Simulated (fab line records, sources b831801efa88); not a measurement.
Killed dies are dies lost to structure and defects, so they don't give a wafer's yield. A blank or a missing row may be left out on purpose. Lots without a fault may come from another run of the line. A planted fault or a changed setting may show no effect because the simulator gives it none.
Chamber matching | flow gf180mcu | GF_V5_CVD_02 on pecvd-03: 3 sister chambers
The step deposits SiO2 from TEOS, target thk 1450 nm, time 163.28 s. 3 wafers are shown with their chamber, then 8 later ones without.

WAFERS WITH THEIR CHAMBER
wafer  | chamber | heater_power_w (W)
L474.4 | 0       | 681
L474.6 | 2       | 778
L475.2 | 1       | 607

WAFERS WITHOUT THEIR CHAMBER
wafer  | heater_power_w (W)
L475.4 | 551
L475.6 | 793
L479.1 | 629
L479.3 | 631
L479.6 | 673
L478.1 | 681
L478.4 | 534
L478.6 | 527

WHICH CHAMBER EACH WENT THROUGH
wafer  | from the rows above     | in truth
L475.4 | can't be placed: 1 or 0 | 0
L475.6 | 2                       | 2
L479.1 | can't be placed: 1 or 0 | 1
L479.3 | can't be placed: 1 or 0 | 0
L479.6 | can't be placed: 0 or 1 | 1
L478.1 | can't be placed: 0 or 1 | 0
L478.4 | can't be placed: 1 or 0 | 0
L478.6 | can't be placed: 1 or 0 | 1
Placed correctly: 1 of 8. Can't be placed from these rows: 7 (the true chamber is among the candidates in 7). Placed wrongly: 0.
How it was worked out, from the rows above alone: a wafer's distance from a chamber is the root of the sum, over the readings, of the square of ((its reading less the chamber's mean) divided by the reading's scatter). The wafer belongs to the nearest chamber; if the next one is less than 2 further off, it can't be placed. A chamber's mean is the mean of its shown wafers. The scatter: with one shown wafer a chamber, the root of the mean of the squares of how far each hidden wafer lies from its nearest shown one.
